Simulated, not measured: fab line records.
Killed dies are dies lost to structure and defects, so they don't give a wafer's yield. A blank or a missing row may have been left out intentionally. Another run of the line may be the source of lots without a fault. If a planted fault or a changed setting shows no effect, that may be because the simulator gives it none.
fab line records / flow sfq_line
[record] lots = 6 wafers = 17 last_day = 91
route steps=325 shown R5@221 I5@228
lots with no fault: from the same line, run without faults
start_h: the number of hours between the record's first day and the start of the first shown wafer of the lot / wait_h: time in hours since the lot's previous step / " unchanged from the row above / L1.1+2: several wafers, shown together as one row / - no value, or no start given / * or withheld: withheld / < > ~ a bound
route shown NAME@n: NAME is a module with steps in the file, n the number in the route of the first one / usual: mean/standard deviation taken from wafers without a fault / same: alike in all rows / chamber/n: place in a boat / sites: per-site readings / _std_site: how widely they spread, as a standard deviation / _edge_site: inner sites' mean taken away from outer sites' mean / radius_mm: how far each site lies from the wafer's centre / mask NAME#n: copy n / behind: the tool/chamber that last shaped the wafer / hold: why the lot was held/for how many hours/how that ended / device: transistor that didn't switch, given as n, p or np / end of line: the route-end tests of the same wafers / a step without rows: its recipe alone / killed: not the wafer's yield, but the dies lost to structure and defects at the first sort / map: a wafer's dies, marking killed ones x, the rest . and places with no die _
set.NAME: the setting that was run; set.NAME@STEP: the one run at that earlier step / model.NAME: the simulator's own value behind a step, which no gauge read
a table for each step, a row for each wafer; lots at some steps of the route
services: when a tool's chamber went out of use (start_h, in hours from the record's first day, below 0 if earlier), for how many hours, and the reason
[[steps]]
[step SFQ_TRILAYER_R5_LITHO_PEB_139]
[recipe] peb_temp_c = 115 peb_time_s = 60 resist = KrF
[step SFQ_TRILAYER_R5_LITHO_DEVELOP_138]
[recipe] time_s = 60 resist = KrF
[step SFQ_R5_OVL_MEAS_935]
[usual] R5_OVL = 3/4.7
lot.wafer=L182.4 tool=overlay-01 chamber=- start_h=1470.82 wait_h=0.1 R5_OVL[nm]=0
lot.wafer=L182.5 tool=overlay-01 chamber=- start_h=1470.82 wait_h=0.1 R5_OVL[nm]=3
lot.wafer=L182.6 tool=overlay-01 chamber=- start_h=1470.82 wait_h=0.1 R5_OVL[nm]=6
lot.wafer=L193.2 tool=overlay-01 chamber=- start_h=1646.43 wait_h=0.1 R5_OVL[nm]=-3
lot.wafer=L193.3 tool=overlay-01 chamber=- start_h=1646.43 wait_h=0.1 R5_OVL[nm]=-5
lot.wafer=L194.1 tool=overlay-02 chamber=- start_h=1647.62 wait_h=0.1 R5_OVL[nm]=2
lot.wafer=L194.2 tool=overlay-02 chamber=- start_h=1647.62 wait_h=0.1 R5_OVL[nm]=7
lot.wafer=L194.5 tool=overlay-02 chamber=- start_h=1647.62 wait_h=0.1 R5_OVL[nm]=2
lot.wafer=L199.1 tool=overlay-01 chamber=- start_h=1793.70 wait_h=0.1 R5_OVL[nm]=3
lot.wafer=L199.3 tool=overlay-01 chamber=- start_h=1793.70 wait_h=0.1 R5_OVL[nm]=0
lot.wafer=L199.5 tool=overlay-01 chamber=- start_h=1793.70 wait_h=0.1 R5_OVL[nm]=3
lot.wafer=L203.1 tool=overlay-02 chamber=- start_h=1810.50 wait_h=0.1 R5_OVL[nm]=7
lot.wafer=L203.4 tool=overlay-02 chamber=- start_h=1810.50 wait_h=0.1 R5_OVL[nm]=12
lot.wafer=L203.6 tool=overlay-02 chamber=- start_h=1810.50 wait_h=0.1 R5_OVL[nm]=12
lot.wafer=L204.2 tool=overlay-01 chamber=- start_h=1836.01 wait_h=0.1 R5_OVL[nm]=4
lot.wafer=L204.3 tool=overlay-01 chamber=- start_h=1836.01 wait_h=0.1 R5_OVL[nm]=7
lot.wafer=L204.4 tool=overlay-01 chamber=- start_h=1836.01 wait_h=0.1 R5_OVL[nm]=3
[step SFQ_TRILAYER_R5_BARC_OPEN_METAL_ETCH_177]
[recipe] mask_material = PR chemistry = O2 target_depth_nm = 125 target = BARC icp_w = 600 bias_w = 80 pressure_mtorr = 10 time_s = 41.7
[usual] drypump_motor_current_A = 5.5/0.42 oes_product_au = 0.684/0.0044
lot.wafer=L182.4 tool=rie_metal-04 chamber=0 start_h=1470.86 wait_h=0.0 drypump_motor_current_A=5.4 oes_product_au=0.686 rf_hours_counter_h=-
lot.wafer=L182.5 tool=rie_metal-04 chamber=0 start_h=1470.86 wait_h=0.0 drypump_motor_current_A=5.4 oes_product_au=0.692 rf_hours_counter_h=-
lot.wafer=L182.6 tool=rie_metal-04 chamber=1 start_h=1470.86 wait_h=0.0 drypump_motor_current_A=4.9 oes_product_au=0.682 rf_hours_counter_h=-
lot.wafer=L193.2 tool=rie_metal-04 chamber=1 start_h=1646.46 wait_h=0.0 drypump_motor_current_A=4.9 oes_product_au=0.687 rf_hours_counter_h=97
lot.wafer=L193.3 tool=rie_metal-04 chamber=0 start_h=1646.46 wait_h=0.0 drypump_motor_current_A=5.4 oes_product_au=0.677 rf_hours_counter_h=-
lot.wafer=L194.1 tool=rie_metal-01 chamber=1 start_h=1647.66 wait_h=0.0 drypump_motor_current_A=5.8 oes_product_au=0.691 rf_hours_counter_h=43
lot.wafer=L194.2 tool=rie_metal-01 chamber=0 start_h=1647.66 wait_h=0.0 drypump_motor_current_A=6.0 oes_product_au=0.686 rf_hours_counter_h=86
lot.wafer=L194.5 tool=rie_metal-01 chamber=0 start_h=1647.66 wait_h=0.0 drypump_motor_current_A=6.0 oes_product_au=0.681 rf_hours_counter_h=-
lot.wafer=L199.1 tool=rie_metal-04 chamber=1 start_h=1793.74 wait_h=0.0 drypump_motor_current_A=5.0 oes_product_au=0.684 rf_hours_counter_h=117
lot.wafer=L199.3 tool=rie_metal-04 chamber=1 start_h=1793.74 wait_h=0.0 drypump_motor_current_A=5.0 oes_product_au=0.689 rf_hours_counter_h=-
lot.wafer=L199.5 tool=rie_metal-04 chamber=1 start_h=1793.74 wait_h=0.0 drypump_motor_current_A=4.9 oes_product_au=0.689 rf_hours_counter_h=-
lot.wafer=L203.1 tool=rie_metal-01 chamber=0 start_h=1810.54 wait_h=0.0 drypump_motor_current_A=6.0 oes_product_au=0.680 rf_hours_counter_h=106
lot.wafer=L203.4 tool=rie_metal-01 chamber=1 start_h=1810.54 wait_h=0.0 drypump_motor_current_A=5.8 oes_product_au=0.688 rf_hours_counter_h=-
lot.wafer=L203.6 tool=rie_metal-01 chamber=1 start_h=1810.54 wait_h=0.0 drypump_motor_current_A=5.8 oes_product_au=0.687 rf_hours_counter_h=-
lot.wafer=L204.2 tool=rie_metal-04 chamber=0 start_h=1836.04 wait_h=0.0 drypump_motor_current_A=5.4 oes_product_au=0.686 rf_hours_counter_h=74
lot.wafer=L204.3 tool=rie_metal-04 chamber=1 start_h=1836.04 wait_h=0.0 drypump_motor_current_A=4.9 oes_product_au=0.684 rf_hours_counter_h=-
lot.wafer=L204.4 tool=rie_metal-04 chamber=0 start_h=1836.04 wait_h=0.0 drypump_motor_current_A=5.4 oes_product_au=0.691 rf_hours_counter_h=-
[step SFQ_TRILAYER_R5_ETCH_METAL_ETCH_139]
[recipe] stop_on = SiO2 mask_material = PR chemistry = Cl2 target_depth_nm = 60 icp_w = 600 bias_w = 80 pressure_mtorr = 10 time_s = 40
[usual] drypump_motor_current_A = 5.5/0.42 oes_product_au = 0.991/0.0064
lot.wafer=L182.4 tool=rie_metal-04 chamber=0 start_h=1470.92 wait_h=0.0 drypump_motor_current_A=5.4 oes_product_au=0.985 rf_hours_counter_h=-
lot.wafer=L182.5 tool=rie_metal-04 chamber=0 start_h=1470.92 wait_h=0.0 drypump_motor_current_A=5.4 oes_product_au=0.981 rf_hours_counter_h=-
lot.wafer=L182.6 tool=rie_metal-04 chamber=1 start_h=1470.92 wait_h=0.0 drypump_motor_current_A=4.9 oes_product_au=0.986 rf_hours_counter_h=-
lot.wafer=L193.2 tool=rie_metal-04 chamber=1 start_h=1646.52 wait_h=0.0 drypump_motor_current_A=4.9 oes_product_au=0.991 rf_hours_counter_h=97
lot.wafer=L193.3 tool=rie_metal-04 chamber=0 start_h=1646.52 wait_h=0.0 drypump_motor_current_A=5.4 oes_product_au=0.994 rf_hours_counter_h=-
lot.wafer=L194.1 tool=rie_metal-01 chamber=1 start_h=1647.74 wait_h=0.1 drypump_motor_current_A=5.8 oes_product_au=0.992 rf_hours_counter_h=43
lot.wafer=L194.2 tool=rie_metal-01 chamber=0 start_h=1647.74 wait_h=0.1 drypump_motor_current_A=6.0 oes_product_au=0.996 rf_hours_counter_h=86
lot.wafer=L194.5 tool=rie_metal-01 chamber=0 start_h=1647.74 wait_h=0.1 drypump_motor_current_A=6.0 oes_product_au=0.987 rf_hours_counter_h=-
lot.wafer=L199.1 tool=rie_metal-04 chamber=1 start_h=1793.86 wait_h=0.1 drypump_motor_current_A=4.9 oes_product_au=0.996 rf_hours_counter_h=117
lot.wafer=L199.3 tool=rie_metal-04 chamber=1 start_h=1793.86 wait_h=0.1 drypump_motor_current_A=4.9 oes_product_au=1.004 rf_hours_counter_h=-
lot.wafer=L199.5 tool=rie_metal-04 chamber=1 start_h=1793.86 wait_h=0.1 drypump_motor_current_A=4.9 oes_product_au=0.995 rf_hours_counter_h=-
lot.wafer=L203.1 tool=rie_metal-01 chamber=0 start_h=1810.60 wait_h=0.0 drypump_motor_current_A=6.1 oes_product_au=0.994 rf_hours_counter_h=106
lot.wafer=L203.4 tool=rie_metal-01 chamber=1 start_h=1810.60 wait_h=0.0 drypump_motor_current_A=5.8 oes_product_au=0.995 rf_hours_counter_h=-
lot.wafer=L203.6 tool=rie_metal-01 chamber=1 start_h=1810.60 wait_h=0.0 drypump_motor_current_A=5.8 oes_product_au=0.986 rf_hours_counter_h=-
lot.wafer=L204.2 tool=rie_metal-04 chamber=0 start_h=1836.10 wait_h=0.0 drypump_motor_current_A=5.4 oes_product_au=0.995 rf_hours_counter_h=74
lot.wafer=L204.3 tool=rie_metal-04 chamber=1 start_h=1836.10 wait_h=0.0 drypump_motor_current_A=4.9 oes_product_au=0.985 rf_hours_counter_h=-
lot.wafer=L204.4 tool=rie_metal-04 chamber=0 start_h=1836.10 wait_h=0.0 drypump_motor_current_A=5.4 oes_product_au=0.989 rf_hours_counter_h=-
[step SFQ_TRILAYER_R5_STRIP_STRIP_140]
[recipe] gas = O2 power_w = 200 platen_temp_c = 40 overash_fraction = 0.65 chemistry = O2 pressure_mtorr = 50
[usual] drypump_motor_current_A = 5.5/0.42 oes_product_au = 1.002/0.0075
[same] overash_fraction = 0.65
lot.wafer=L182.4 tool=rie_metal-04 chamber=0 start_h=1471.15 wait_h=0.2 drypump_motor_current_A=5.4 oes_product_au=0.997 rf_hours_counter_h=-
lot.wafer=L182.5 tool=rie_metal-04 chamber=0 start_h=1471.15 wait_h=0.2 drypump_motor_current_A=5.4 oes_product_au=0.990 rf_hours_counter_h=-
lot.wafer=L182.6 tool=rie_metal-04 chamber=1 start_h=1471.15 wait_h=0.2 drypump_motor_current_A=5.0 oes_product_au=1.000 rf_hours_counter_h=-
lot.wafer=L193.2 tool=rie_metal-04 chamber=1 start_h=1646.58 wait_h=0.0 drypump_motor_current_A=4.9 oes_product_au=1.006 rf_hours_counter_h=97
lot.wafer=L193.3 tool=rie_metal-04 chamber=0 start_h=1646.58 wait_h=0.0 drypump_motor_current_A=5.4 oes_product_au=1.006 rf_hours_counter_h=-
lot.wafer=L194.1 tool=rie_metal-01 chamber=1 start_h=1647.82 wait_h=0.1 drypump_motor_current_A=5.8 oes_product_au=1.023 rf_hours_counter_h=43
lot.wafer=L194.2 tool=rie_metal-01 chamber=0 start_h=1647.82 wait_h=0.1 drypump_motor_current_A=6.0 oes_product_au=0.996 rf_hours_counter_h=86
lot.wafer=L194.5 tool=rie_metal-01 chamber=0 start_h=1647.82 wait_h=0.1 drypump_motor_current_A=6.0 oes_product_au=1.009 rf_hours_counter_h=-
lot.wafer=L199.1 tool=rie_metal-04 chamber=1 start_h=1793.97 wait_h=0.1 drypump_motor_current_A=5.0 oes_product_au=1.003 rf_hours_counter_h=117
lot.wafer=L199.3 tool=rie_metal-04 chamber=1 start_h=1793.97 wait_h=0.1 drypump_motor_current_A=5.0 oes_product_au=1.014 rf_hours_counter_h=-
lot.wafer=L199.5 tool=rie_metal-04 chamber=1 start_h=1793.97 wait_h=0.1 drypump_motor_current_A=5.0 oes_product_au=1.010 rf_hours_counter_h=-
lot.wafer=L203.1 tool=rie_metal-01 chamber=0 start_h=1810.65 wait_h=0.0 drypump_motor_current_A=6.0 oes_product_au=0.982 rf_hours_counter_h=106
lot.wafer=L203.4 tool=rie_metal-01 chamber=1 start_h=1810.65 wait_h=0.0 drypump_motor_current_A=5.8 oes_product_au=1.004 rf_hours_counter_h=-
lot.wafer=L203.6 tool=rie_metal-01 chamber=1 start_h=1810.65 wait_h=0.0 drypump_motor_current_A=5.8 oes_product_au=1.015 rf_hours_counter_h=-
lot.wafer=L204.2 tool=rie_metal-04 chamber=0 start_h=1836.16 wait_h=0.0 drypump_motor_current_A=5.4 oes_product_au=1.005 rf_hours_counter_h=75
lot.wafer=L204.3 tool=rie_metal-04 chamber=1 start_h=1836.16 wait_h=0.0 drypump_motor_current_A=4.9 oes_product_au=0.996 rf_hours_counter_h=-
lot.wafer=L204.4 tool=rie_metal-04 chamber=0 start_h=1836.16 wait_h=0.0 drypump_motor_current_A=5.4 oes_product_au=1.008 rf_hours_counter_h=-
[step SFQ_TRILAYER_R5_STRIP_SOLV_CLEAN_141]
[recipe] chemistry = NMP temp_c = 70 time_s = 600
[step SFQ_TRILAYER_A5C_DEP_PECVD_142]
[recipe] material = SiO2 temp_c = 150 time_s = 15.556 pressure_torr = 2.4 rf_w = 183.3 precursor = SiH4/N2O target_thk_nm = 70
[usual] heater_power_w = 87/9.5 throttle_valve_pct = 24.6/1.4
lot.wafer=L182.4 tool=pecvd-02 chamber=0 start_h=1471.76 wait_h=0.0 heater_power_w=71 throttle_valve_pct=23.6
lot.wafer=L182.5 tool=pecvd-02 chamber=1 start_h=1471.76 wait_h=0.0 heater_power_w=92 throttle_valve_pct=22.5
lot.wafer=L182.6 tool=pecvd-02 chamber=2 start_h=1471.76 wait_h=0.0 heater_power_w=72 throttle_valve_pct=23.2
lot.wafer=L193.2 tool=pecvd-02 chamber=1 start_h=1647.35 wait_h=0.0 heater_power_w=82 throttle_valve_pct=22.9
lot.wafer=L193.3 tool=pecvd-02 chamber=0 start_h=1647.35 wait_h=0.0 heater_power_w=76 throttle_valve_pct=24.0
lot.wafer=L194.1 tool=pecvd-03 chamber=2 start_h=1648.79 wait_h=0.0 heater_power_w=95 throttle_valve_pct=23.6
lot.wafer=L194.2 tool=pecvd-03 chamber=1 start_h=1648.79 wait_h=0.0 heater_power_w=79 throttle_valve_pct=23.5
lot.wafer=L194.5 tool=pecvd-03 chamber=2 start_h=1648.79 wait_h=0.0 heater_power_w=92 throttle_valve_pct=23.4
lot.wafer=L199.1 tool=pecvd-03 chamber=2 start_h=1795.35 wait_h=0.0 heater_power_w=91 throttle_valve_pct=23.9
lot.wafer=L199.3 tool=pecvd-03 chamber=0 start_h=1795.35 wait_h=0.0 heater_power_w=92 throttle_valve_pct=24.1
lot.wafer=L199.5 tool=pecvd-03 chamber=2 start_h=1795.35 wait_h=0.0 heater_power_w=93 throttle_valve_pct=23.9
lot.wafer=L203.1 tool=pecvd-04 chamber=0 start_h=1811.43 wait_h=0.0 heater_power_w=91 throttle_valve_pct=26.3
lot.wafer=L203.4 tool=pecvd-04 chamber=2 start_h=1811.43 wait_h=0.0 heater_power_w=74 throttle_valve_pct=27.3
lot.wafer=L203.6 tool=pecvd-04 chamber=0 start_h=1811.43 wait_h=0.0 heater_power_w=88 throttle_valve_pct=26.5
lot.wafer=L204.2 tool=pecvd-04 chamber=2 start_h=1836.93 wait_h=0.0 heater_power_w=84 throttle_valve_pct=27.4
lot.wafer=L204.3 tool=pecvd-04 chamber=0 start_h=1836.93 wait_h=0.0 heater_power_w=89 throttle_valve_pct=26.2
lot.wafer=L204.4 tool=pecvd-04 chamber=0 start_h=1836.93 wait_h=0.0 heater_power_w=90 throttle_valve_pct=26.3
[step SFQ_TRILAYER_I5_LITHO_COAT_149]
[recipe] resist = BARC spin_rpm = 3000 resist_thk_nm = 62
[step SFQ_TRILAYER_I5_LITHO_COAT_144]
[recipe] resist = KrF spin_rpm = 2944 resist_thk_nm = 650
[step SFQ_TRILAYER_I5_LITHO_SOFTBAKE_148]
[recipe] temp_c = withheld time_s = withheld resist = KrF
[step SFQ_TRILAYER_I5_LITHO_EXPOSE_145]
[recipe] mask_id = I5 na = 0.6 source_shape = conventional sigma_outer = 0.65 target_cd_nm = 700 dose_mj = 21.3
[step SFQ_TRILAYER_I5_LITHO_PEB_147]
[recipe] peb_temp_c = 115 peb_time_s = 60 resist = KrF
[usual] chill_plate_temp_C = 22.99/0.1 exhaust_pa = 45.1/0.83
lot.wafer=L182.4 tool=litho_track-01 chamber=0 start_h=1599.60 wait_h=0.5 chill_plate_temp_C=23.04 exhaust_pa=44.2
lot.wafer=L182.5 tool=litho_track-01 chamber=0 start_h=1599.60 wait_h=0.5 chill_plate_temp_C=22.90 exhaust_pa=45.4
lot.wafer=L182.6 tool=litho_track-01 chamber=0 start_h=1599.60 wait_h=0.5 chill_plate_temp_C=22.97 exhaust_pa=42.9
lot.wafer=L193.2 tool=litho_track-04 chamber=- start_h=1655.42 wait_h=0.8 chill_plate_temp_C=- exhaust_pa=-
lot.wafer=L193.3 tool=litho_track-04 chamber=- start_h=1655.42 wait_h=0.8 chill_plate_temp_C=- exhaust_pa=-
lot.wafer=L194.1 tool=litho_track-04 chamber=- start_h=1656.60 wait_h=1.0 chill_plate_temp_C=- exhaust_pa=-
lot.wafer=L194.2 tool=litho_track-04 chamber=- start_h=1656.60 wait_h=1.0 chill_plate_temp_C=- exhaust_pa=-
lot.wafer=L194.5 tool=litho_track-04 chamber=- start_h=1656.60 wait_h=1.0 chill_plate_temp_C=- exhaust_pa=-
lot.wafer=L199.1 tool=litho_track-04 chamber=0 start_h=1887.15 wait_h=1.0 chill_plate_temp_C=22.99 exhaust_pa=45.4
lot.wafer=L199.3 tool=litho_track-04 chamber=0 start_h=1887.15 wait_h=1.0 chill_plate_temp_C=22.96 exhaust_pa=45.9
lot.wafer=L199.5 tool=litho_track-04 chamber=0 start_h=1887.15 wait_h=1.0 chill_plate_temp_C=22.94 exhaust_pa=45.9
lot.wafer=L203.1 tool=litho_track-04 chamber=0 start_h=1900.35 wait_h=1.0 chill_plate_temp_C=23.08 exhaust_pa=45.5
lot.wafer=L203.4 tool=litho_track-04 chamber=0 start_h=1900.35 wait_h=1.0 chill_plate_temp_C=22.93 exhaust_pa=46.1
lot.wafer=L203.6 tool=litho_track-04 chamber=0 start_h=1900.35 wait_h=1.0 chill_plate_temp_C=22.99 exhaust_pa=46.1
lot.wafer=L204.2 tool=litho_track-04 chamber=0 start_h=1920.78 wait_h=0.8 chill_plate_temp_C=23.06 exhaust_pa=44.8
lot.wafer=L204.3 tool=litho_track-04 chamber=0 start_h=1920.78 wait_h=0.8 chill_plate_temp_C=23.03 exhaust_pa=45.1
lot.wafer=L204.4 tool=litho_track-04 chamber=0 start_h=1920.78 wait_h=0.8 chill_plate_temp_C=23.02 exhaust_pa=45.9
[step SFQ_TRILAYER_I5_LITHO_DEVELOP_146]
[recipe] time_s = 60 resist = KrF
[[services]]
tool=pecvd-02 chamber=- start_h=1457.04 hours=0.8 kind=repair
tool=rie_metal-04 chamber=- start_h=1458.18 hours=2.8 kind=pm
tool=rie_metal-04 chamber=- start_h=1503.67 hours=0.6 kind=repair
tool=rie_metal-01 chamber=- start_h=1503.70 hours=2.8 kind=pm
tool=pecvd-02 chamber=- start_h=1506.04 hours=1.1 kind=repair
tool=pecvd-02 chamber=- start_h=1529.29 hours=0.2 kind=repair
tool=rie_metal-01 chamber=0 start_h=1576.86 hours=2.7 kind=repair
tool=rie_metal-04 chamber=- start_h=1598.76 hours=1.4 kind=pm
tool=pecvd-04 chamber=- start_h=1599.84 hours=2.5 kind=repair
tool=pecvd-03 chamber=- start_h=1606.05 hours=4.3 kind=repair
tool=pecvd-03 chamber=1 start_h=1651.37 hours=15.7 kind=repair
tool=pecvd-03 chamber=- start_h=1660.45 hours=1.2 kind=repair
tool=rie_metal-04 chamber=0 start_h=1782.75 hours=18.4 kind=repair
tool=pecvd-03 chamber=- start_h=1814.03 hours=5.5 kind=pm
tool=rie_metal-04 chamber=1 start_h=1814.63 hours=10.6 kind=repair
tool=rie_metal-04 chamber=- start_h=1824.08 hours=0.1 kind=repair
tool=pecvd-02 chamber=- start_h=1824.51 hours=5.5 kind=pm
tool=pecvd-02 chamber=- start_h=1845.17 hours=6.0 kind=pm
tool=pecvd-02 chamber=1 start_h=1855.12 hours=5.0 kind=repair
tool=rie_metal-04 chamber=1 start_h=1864.99 hours=- kind=clean
tool=rie_metal-04 chamber=1 start_h=1864.99 hours=- kind=consumable_replace:esc
tool=rie_metal-04 chamber=1 start_h=1864.99 hours=- kind=consumable_replace:focus_ring
tool=pecvd-03 chamber=2 start_h=1869.37 hours=6.0 kind=repair
tool=pecvd-04 chamber=- start_h=1878.51 hours=2.8 kind=pm
[[key]]
[first_sign] step = SFQ_TRILAYER_I5_LITHO_PEB_147 reading = tool_record direction = missing
effect none on later readings
met_at SFQ_TRILAYER_I5_LITHO_PEB_147
struck_wafers L193.2,L193.3,L194.1,L194.2,L194.5
[fault] kind = skipped_step_whole tool = litho_track-04 chamber = - onset_h = 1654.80 steps = SFQ_TRILAYER_I5_LITHO_PEB_147 scope = struck_lots_only
